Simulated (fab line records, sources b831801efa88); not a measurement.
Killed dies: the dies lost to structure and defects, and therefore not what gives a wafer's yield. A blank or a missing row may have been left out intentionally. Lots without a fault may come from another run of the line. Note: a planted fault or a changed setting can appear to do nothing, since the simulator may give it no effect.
Matching of chambers -- flow gf180mcu -- pecvd-01 running GF_V5_CVD_02: 3 sister chambers
The step deposits SiO2 from TEOS, target thk 1450 nm, time 163.28 s. 18 wafers are shown with their chamber, then 9 later ones without.

== WAFERS PAIRED WITH THEIR CHAMBERS ==
wafer,chamber,heater-power-w (W)
L074.1,1,857
L074.3,1,718
L074.6,1,818
L075.3,1,779
L075.4,2,534
L075.6,1,850
L080.3,1,862
L080.4,0,564
L080.5,1,714
L084.1,0,648
L084.5,2,652
L084.6,1,704
L085.2,2,677
L085.4,0,551
L085.5,2,543
L086.1,0,589
L086.2,2,660
L086.5,1,858

SIGNATURES (means of the wafers above)
reading,chamber 0,chamber 1,chamber 2,scatter within a chamber
heater-power-w,588.00,795.56,613.20,64
Rule: a wafer's distance from a chamber is the root of the sum, over the readings, of the square of ((its reading less the chamber's mean) divided by the reading's scatter). If the next closest chamber is less than 2 further off than the closest, the wafer can't be placed; otherwise it belongs to the closest. The scatter is the square root of a quotient: the sum, over the shown wafers, of each reading's squared deviation from its chamber's mean, divided by wafers minus chambers.

== WAFERS WHOSE CHAMBER IS MISSING ==
wafer,heater-power-w (W)
L094.1,587
L094.2,809
L094.3,651
L094.4,540
L094.5,880
L094.6,675
L095.1,673
L095.2,744
L095.3,854

== EACH ONE'S CHAMBER ==
wafer,from the rows above,in truth
L094.1,can't be placed: 0 or 2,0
L094.2,1,1
L094.3,can't be placed: 2 or 0 or 1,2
L094.4,can't be placed: 0 or 2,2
L094.5,1,1
L094.6,can't be placed: 2 or 0 or 1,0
L095.1,can't be placed: 2 or 0 or 1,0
L095.2,can't be placed: 1 or 2 or 0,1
L095.3,1,1
Placed correctly: 3 of 9. Can't be placed from these rows: 6 (the true chamber is among the candidates in 6). Placed wrongly: 0.
